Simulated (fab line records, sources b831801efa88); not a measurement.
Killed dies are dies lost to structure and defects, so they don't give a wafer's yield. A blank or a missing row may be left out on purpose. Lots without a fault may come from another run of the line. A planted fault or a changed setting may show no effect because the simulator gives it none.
Chamber matching | flow gf180mcu | GF_STI_ETCH_14 on rie_si-01: 4 sister chambers
The step etches Si in HBr/Cl2/O2, target depth 360 nm, time 102.9 s. 18 wafers are shown with their chamber, then 9 later ones without.

WAFERS WITH THEIR CHAMBER
wafer  | chamber | drypump_motor_current_A (A) | throttle_valve_pct (%) | HBr_flow_sccm (sccm)
L713.3 | 3       | 6.0                         | 25.649                 | 150.5
L713.4 | 0       | 6.0                         | 25.648                 | 150.1
L713.5 | 3       | 6.1                         | 25.656                 | 150.4
L715.1 | 1       | 5.4                         | 25.660                 | 150.7
L715.2 | 3       | 6.1                         | 25.649                 | 150.1
L715.3 | 2       | 6.3                         | 25.671                 | 150.3
L718.2 | 2       | 6.3                         | 25.651                 | 150.0
L718.4 | 0       | 6.0                         | 25.649                 | 149.5
L718.5 | 1       | 5.4                         | 25.660                 | 149.9
L724.2 | 1       | 5.4                         | 25.663                 | 149.4
L724.5 | 1       | 5.5                         | 25.642                 | 150.0
L724.6 | 2       | 6.3                         | 25.644                 | 150.2
L728.1 | 1       | 5.4                         | 25.668                 | 149.7
L728.3 | 0       | 6.0                         | 25.656                 | 150.0
L728.5 | 2       | 6.3                         | 25.657                 | 149.8
L730.1 | 3       | 6.1                         | 25.662                 | 150.3
L730.3 | 2       | 6.3                         | 25.658                 | 150.1
L730.6 | 3       | 6.1                         | 25.647                 | 149.5

SIGNATURES (means of the wafers above)
reading                 | chamber 0 | chamber 1 | chamber 2 | chamber 3 | scatter within a chamber
drypump_motor_current_A | 6.000     | 5.420     | 6.300     | 6.080     | 0.0338
throttle_valve_pct      | 25.65100  | 25.65860  | 25.65620  | 25.65260  | 0.00837
HBr_flow_sccm           | 149.867   | 149.940   | 150.080   | 150.160   | 0.37
Rule: a wafer's distance from a chamber is the root of the sum, over the readings, of the square of ((its reading less the chamber's mean) divided by the reading's scatter). The wafer belongs to the nearest chamber; if the next one is less than 2 further off, it can't be placed. The scatter: the root of (the sum of the squares of (reading less its chamber's mean) over the shown wafers, divided by (wafers less chambers)).

WAFERS WITHOUT THEIR CHAMBER
wafer  | drypump_motor_current_A (A) | throttle_valve_pct (%) | HBr_flow_sccm (sccm)
L731.2 | 5.5                         | 25.643                 | 150.0
L731.4 | 6.1                         | 25.640                 | 149.1
L731.6 | 5.4                         | 25.661                 | 150.3
L732.1 | 6.0                         | 25.646                 | 149.8
L732.2 | 6.1                         | 25.660                 | 150.5
L732.3 | 6.3                         | 25.651                 | 149.9
L733.1 | 6.3                         | 25.653                 | 149.6
L733.3 | 6.0                         | 25.645                 | 149.8
L733.5 | 6.1                         | 25.658                 | 150.4

WHICH CHAMBER EACH WENT THROUGH
wafer  | from the rows above     | in truth
L731.2 | 1                       | 1
L731.4 | can't be placed: 3 or 0 | 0
L731.6 | 1                       | 1
L732.1 | 0                       | 0
L732.2 | 3                       | 3
L732.3 | 2                       | 2
L733.1 | 2                       | 2
L733.3 | can't be placed: 0 or 3 | 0
L733.5 | 3                       | 3
Placed correctly: 7 of 9. Can't be placed from these rows: 2 (the true chamber is among the candidates in 2). Placed wrongly: 0.
